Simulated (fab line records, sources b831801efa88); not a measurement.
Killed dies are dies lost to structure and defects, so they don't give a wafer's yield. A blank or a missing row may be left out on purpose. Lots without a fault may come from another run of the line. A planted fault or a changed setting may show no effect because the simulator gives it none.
Which tool did it? | flow sky130 | 11 lots, 33 wafers sampled, at 6 steps of a route of 708

WHAT THE GAUGES READ, wafer by wafer
SKY_SD_N_OVL_MEAS_08. Usual: SD_N_OVL -0.8 nm, standard deviation 1.1.
lot  | measured     | on         | SD_N_OVL (nm)  | flag
L581 | day 28 03:14 | overlay-01 | -1.4 -1.1 0.4  |
L583 | day 28 21:56 | overlay-01 | -0.8 0.7 -0.3  |
L584 | day 30 05:53 | overlay-01 | -1.7 -0.3 -1.8 |
L587 | day 30 06:11 | overlay-01 | 0.0 -1.0 -0.1  |
L588 | day 30 15:48 | overlay-01 | -1.0 -0.3 0.1  |
L589 | day 31 02:42 | overlay-01 | -0.8 -1.2 -0.1 |
L590 | day 31 11:05 | overlay-02 | -0.3 -0.5 0.5  |
L600 | day 34 15:31 | overlay-01 | -0.8 -2.0 -0.1 |
L601 | day 34 19:32 | overlay-01 | -3.3 -1.7 -1.0 |
L602 | day 35 00:49 | overlay-01 | -2.2 -2.0 -1.0 |
L603 | day 35 09:02 | overlay-02 | -1.2 -1.2 0.0  |

SKY_LI_CONTACT_THK_MEAS_01. Usual: LI_CONTACT_HDPCVD_THK 930 nm, standard deviation 7.7.
lot  | measured     | on            | LI_CONTACT_HDPCVD_THK (nm) | flag
L581 | day 28 04:26 | film_metro-02 | 921 931 931                |
L583 | day 28 23:10 | film_metro-02 | 935 930 931                |
L584 | day 30 07:05 | film_metro-01 | 927 928 937                |
L587 | day 30 07:26 | film_metro-02 | 911 917 925                |
L588 | day 30 17:00 | film_metro-01 | 1039 925 1039              | OFF
L589 | day 31 03:55 | film_metro-02 | 1047 928 1046              | OFF
L590 | day 31 12:17 | film_metro-01 | 927 1034 918               | OFF
L600 | day 34 16:42 | film_metro-01 | 931 940 924                |
L601 | day 34 20:45 | film_metro-02 | 924 908 928                |
L602 | day 35 02:00 | film_metro-02 | 918 918 927                |
L603 | day 35 10:15 | film_metro-02 | 940 938 931                |

SKY_LI_CONTACT_RS_MEAS_22: measures by four-point-probe. Usual: LI_CONTACT_W_RS 0.2838 ohm/sq, standard deviation 0.0025.
lot  | measured     | on            | LI_CONTACT_W_RS (ohm/sq) | flag
L581 | day 29 09:21 | film_metro-01 | 0.2869 0.2869 0.2881     |
L583 | day 30 03:56 | film_metro-03 | 0.2901 0.2860 0.2867     |
L584 | day 31 12:18 | film_metro-03 | 0.2885 0.2880 0.2829     |
L587 | day 31 13:05 | film_metro-02 | 0.2838 0.2847 0.2848     |
L588 | day 31 22:03 | film_metro-03 | 0.2854 0.2849 0.2895     |
L589 | day 32 08:29 | film_metro-03 | 0.2824 0.2805 0.2864     |
L590 | day 32 17:08 | film_metro-02 | 0.2847 0.2840 0.2823     |
L600 | day 35 20:26 | film_metro-01 | 0.2840 0.2858 0.2840     |
L601 | day 36 00:02 | film_metro-03 | 0.2860 0.2855 0.2847     |
L602 | day 36 05:54 | film_metro-02 | 0.2830 0.2800 0.2826     |
L603 | day 36 13:21 | film_metro-03 | 0.2848 0.2867 0.2850     |

WHICH TOOL RAN EACH LOT (tool, then ch and the chambers of the sampled wafers, then the start)
lot  | SKY_SD_N_RTA_14                  | SKY_LI_CONTACT_HDPCVD_00         | SKY_LI_CONTACT_CMP_02
L581 | rtp_anneal-01 ch 0, day 28 03:47 | hdpcvd-01 ch 1,2, day 28 04:19   | cmp-02 ch 0,1, day 28 04:29
L583 | rtp_anneal-02 ch 0, day 28 22:30 | hdpcvd-02 ch 1,2, day 28 23:03   | cmp-02 ch 2,3, day 28 23:16
L584 | rtp_anneal-01 ch 0, day 30 06:26 | hdpcvd-02 ch 0,1,2, day 30 06:58 | cmp-02 ch 1,3, day 30 07:08
L587 | rtp_anneal-01 ch 0, day 30 06:44 | hdpcvd-01 ch 0,1,2, day 30 07:18 | cmp-01 ch 1,2,3, day 30 07:40
L588 | rtp_anneal-01 ch 0, day 30 16:21 | hdpcvd-02 ch 0,2, day 30 16:53   | cmp-02 ch 1,2,3, day 30 17:06
L589 | rtp_anneal-02 ch 0, day 31 03:15 | hdpcvd-02 ch 0,2, day 31 03:48   | cmp-02 ch 1,2, day 31 04:12
L590 | rtp_anneal-01 ch 0, day 31 11:37 | hdpcvd-02 ch 0,1,2, day 31 12:10 | cmp-02 ch 1,2, day 31 12:23
L600 | rtp_anneal-02 ch 0, day 34 16:03 | hdpcvd-02 ch 0,1,2, day 34 16:36 | cmp-01 ch 1,2, day 34 16:46
L601 | rtp_anneal-02 ch 0, day 34 20:05 | hdpcvd-01 ch 1,2, day 34 20:38   | cmp-01 ch 0,1, day 34 20:50
L602 | rtp_anneal-01 ch 0, day 35 01:21 | hdpcvd-02 ch 0,1,2, day 35 01:54 | cmp-01 ch 1,2,3, day 35 02:04
L603 | rtp_anneal-02 ch 0, day 35 09:35 | hdpcvd-02 ch 0,1, day 35 10:08   | cmp-01 ch 2,3, day 35 10:19
- SKY_SD_N_RTA_14: time 2 s.
- SKY_LI_CONTACT_HDPCVD_00: deposits PSG, target thk 930 nm, time 155 s.
- SKY_LI_CONTACT_CMP_02: polishes PSG.

WHAT THE TOOLS THEMSELVES READ (means of the sampled wafers that have a number; where no wafer has one, the mark that the record gives instead)
SKY_SD_N_RTA_14. Usual: anneal_temp_c_max 1081.4, standard deviation 1.2; lamp_power_pct 15.74 %, standard deviation 0.046; ramp_up_c_per_s 150.00, standard deviation 0.027; wafer_temp_C_max 1077.9, standard deviation 1.2.
lot  | tool          | anneal_temp_c_max | lamp_power_pct (%) | ramp_up_c_per_s | wafer_temp_C_max | flag
L581 | rtp_anneal-01 | 1081.1            | 15.71              | 149.97          | 1077.9           |
L583 | rtp_anneal-02 | 1082.2            | 15.72              | 150.01          | 1078.4           |
L584 | rtp_anneal-01 | 1080.9            | 15.74              | 149.99          | 1079.3           |
L587 | rtp_anneal-01 | 1081.0            | 15.75              | 149.98          | 1077.3           |
L588 | rtp_anneal-01 | 1080.2            | 15.72              | 150.00          | 1077.4           |
L589 | rtp_anneal-02 | 1080.4            | 15.74              | 150.02          | 1077.6           |
L590 | rtp_anneal-01 | 1081.1            | 15.76              | 149.98          | 1078.4           |
L600 | rtp_anneal-02 | 1082.1            | 15.76              | 150.02          | 1076.9           |
L601 | rtp_anneal-02 | 1080.9            | 15.78              | 150.00          | 1078.7           |
L602 | rtp_anneal-01 | 1081.1            | 15.74              | 150.00          | 1078.1           |
L603 | rtp_anneal-02 | 1081.1            | 15.76              | 149.99          | 1077.6           |

SKY_LI_CONTACT_HDPCVD_00. Usual: run_length_s 183.2 s, standard deviation 0.59.
lot  | tool      | run_length_s (s) | flag
L581 | hdpcvd-01 | 182.1            |
L583 | hdpcvd-02 | 183.5            |
L584 | hdpcvd-02 | 183.6            |
L587 | hdpcvd-01 | 182.7            |
L588 | hdpcvd-02 | 195.8            | OFF
L589 | hdpcvd-02 | 195.5            | OFF
L590 | hdpcvd-02 | 189.9            | OFF
L600 | hdpcvd-02 | 183.7            |
L601 | hdpcvd-01 | 182.2            |
L602 | hdpcvd-02 | 183.4            |
L603 | hdpcvd-02 | 183.4            |

SKY_LI_CONTACT_CMP_02. Usual: motor_current_A 12.0 A, standard deviation 0.88; time_to_endpoint_s 32.3 s, standard deviation 2.3.
lot  | tool   | motor_current_A (A) | time_to_endpoint_s (s) | flag
L581 | cmp-02 | 13.0                | 35.0                   |
L583 | cmp-02 | 11.9                | 32.7                   |
L584 | cmp-02 | 12.9                | 36.1                   |
L587 | cmp-01 | 11.6                | 29.6                   |
L588 | cmp-02 | 12.2                | 41.6                   | OFF
L589 | cmp-02 | 12.7                | 39.5                   | OFF
L590 | cmp-02 | 12.4                | 34.3                   |
L600 | cmp-01 | 10.6                | 28.9                   |
L601 | cmp-01 | 11.5                | 29.4                   |
L602 | cmp-01 | 11.7                | 31.1                   |
L603 | cmp-01 | 11.3                | 32.6                   |

THE ANSWER, worked out from the rows above alone
Rule: a lot is off if the mean of its wafers that have a number lies more than 3 standard deviations from the usual mean. A lot without any number at a reading at which 4 lots or more have one is off too. The other lots that the step has rows for count as sound. The gauges are gone through in route order, then the tools' own readings, and for those a lot's mean is taken as printed above. The first step at which some lot is off is used, and at that step the reading that is off furthest; a lot without a number counts as furthest.
Off: L588, L589, L590, at SKY_LI_CONTACT_THK_MEAS_01 (LI_CONTACT_HDPCVD_THK).
A tool fits if, at a process step before that reading, it ran every lot that is off, and no sound lot after the first of them. The gauges at SKY_LI_CONTACT_THK_MEAS_01 aren't tried: what is off there is off at SKY_LI_CONTACT_HDPCVD_00 too, on other tools, and a gauge's error can't cause that. None of those tried fits.

WHAT THE SIMULATOR HAD PUT IN
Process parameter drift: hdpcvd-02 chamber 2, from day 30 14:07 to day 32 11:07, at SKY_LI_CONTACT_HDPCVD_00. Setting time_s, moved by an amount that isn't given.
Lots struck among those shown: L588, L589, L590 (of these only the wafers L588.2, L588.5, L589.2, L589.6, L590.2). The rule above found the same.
